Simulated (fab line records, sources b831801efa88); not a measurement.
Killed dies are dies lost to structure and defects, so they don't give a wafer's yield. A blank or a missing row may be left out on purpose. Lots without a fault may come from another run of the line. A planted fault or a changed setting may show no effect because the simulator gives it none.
Chamber matching | flow sky130 | SKY_FIELD_ISO_CMP_27 on cmp-02: 4 sister chambers
The step polishes, stops on Si3N4, t overpolish 16 s, target thk 457.8 nm. 4 wafers are shown with their chamber, then 9 later ones without.

WAFERS WITH THEIR CHAMBER
wafer  | chamber | motor_current_A (A)
L228.1 | 0       | 12.3
L230.2 | 3       | 13.0
L230.3 | 1       | 12.7
L230.6 | 2       | 10.4

WAFERS WITHOUT THEIR CHAMBER
wafer  | motor_current_A (A)
L242.2 | 11.1
L242.3 | 13.6
L242.6 | 12.5
L247.2 | 12.8
L247.3 | 10.5
L247.6 | 10.7
L248.1 | 13.0
L248.2 | 11.9
L248.3 | 10.9

WHICH CHAMBER EACH WENT THROUGH
wafer  | from the rows above          | in truth
L242.2 | can't be placed: 2 or 0      | 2
L242.3 | can't be placed: 3 or 1 or 0 | 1
L242.6 | can't be placed: 0 or 1 or 3 | 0
L247.2 | can't be placed: 1 or 3 or 0 | 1
L247.3 | 2                            | 2
L247.6 | 2                            | 2
L248.1 | can't be placed: 3 or 1 or 0 | 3
L248.2 | can't be placed: 0 or 1 or 3 | 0
L248.3 | 2                            | 2
Placed correctly: 3 of 9. Can't be placed from these rows: 6 (the true chamber is among the candidates in 6). Placed wrongly: 0.
How it was worked out, from the rows above alone: a wafer's distance from a chamber is the root of the sum, over the readings, of the square of ((its reading less the chamber's mean) divided by the reading's scatter). The wafer belongs to the nearest chamber; if the next one is less than 2 further off, it can't be placed. A chamber's mean is the mean of its shown wafers. The scatter: with one shown wafer a chamber, the root of the mean of the squares of how far each hidden wafer lies from its nearest shown one.
